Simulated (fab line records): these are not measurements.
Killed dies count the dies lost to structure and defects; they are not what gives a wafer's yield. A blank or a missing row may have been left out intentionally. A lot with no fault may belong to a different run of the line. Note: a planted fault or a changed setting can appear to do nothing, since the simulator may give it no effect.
Which tool is to blame? | flow gf180mcu | 6 lots with 17 wafers sampled at 3 steps, on a route of 602 steps

## WHAT EACH GAUGE READ, for each wafer
GF_PSD_OVL_MEAS_08.
lot  | measured     | on         | PSD_OVL (nm)
L778 | day 14 11:07 | overlay-01 | -1.3 -3.3 -3.2
L780 | day 15 16:36 | overlay-01 | -0.4 -0.3 1.0
L782 | day 16 00:45 | overlay-01 | -1.7 -0.5 -2.7
L784 | day 16 18:48 | overlay-01 | 1.9 -0.3 -0.3
L789 | day 18 11:24 | overlay-02 | 0.0 0.1
L797 | day 21 10:21 | overlay-02 | 0.5 -1.7 -1.0

## TOOL THAT RAN EACH LOT (tool first, then ch and the chambers of the sampled wafers, then the start)
lot  | GF_STI_ETCH_14                  | GF_HV_LDD_STRIP_49
L778 | rie si-02 ch 0,1,3, day 2 07:50 | plasma asher-04 ch 0,1, day 12 15:28
L780 | rie si-02 ch 2,3, day 2 19:02   | plasma asher-02 ch 0,1, day 13 18:36
L782 | rie si-01 ch 0,3, day 3 02:50   | plasma asher-02 ch 0,1, day 14 02:22
L784 | rie si-01 ch 0,1,3, day 3 17:07 | plasma asher-02 ch 0, day 14 19:02
L789 | rie si-02 ch 0,2, day 4 15:02   | plasma asher-02 ch 0, day 16 08:29
L797 | rie si-01 ch 1,2, day 6 08:59   | plasma asher-02 ch 0,1, day 19 04:38
- GF_STI_ETCH_14: etches Si in HBr/Cl2/O2, target depth 360 nm, time 102.9 s.
- GF_HV_LDD_STRIP_49: strips in O2/N2.

## THE ANSWER, worked out from the rows above alone
Rule: the lots themselves supply what counts as usual. The widest of any qualifying gaps counts: lots, ordered by their means at a reading, are off when they make up no more than a third of the lots, leave a main group of 4 or more, and stand apart from it by 3 or more times the standard deviation of that group's means. A main group whose means are all the same, to the digits that the tables above print for the reading, isn't used. A lot without any number at a reading at which 4 lots or more have one is off too. All remaining lots with rows at the step are treated as sound.
Across all readings shown, no lot is off: no conclusion can be drawn from this.

## WHAT WAS PUT IN BY THE SIMULATOR
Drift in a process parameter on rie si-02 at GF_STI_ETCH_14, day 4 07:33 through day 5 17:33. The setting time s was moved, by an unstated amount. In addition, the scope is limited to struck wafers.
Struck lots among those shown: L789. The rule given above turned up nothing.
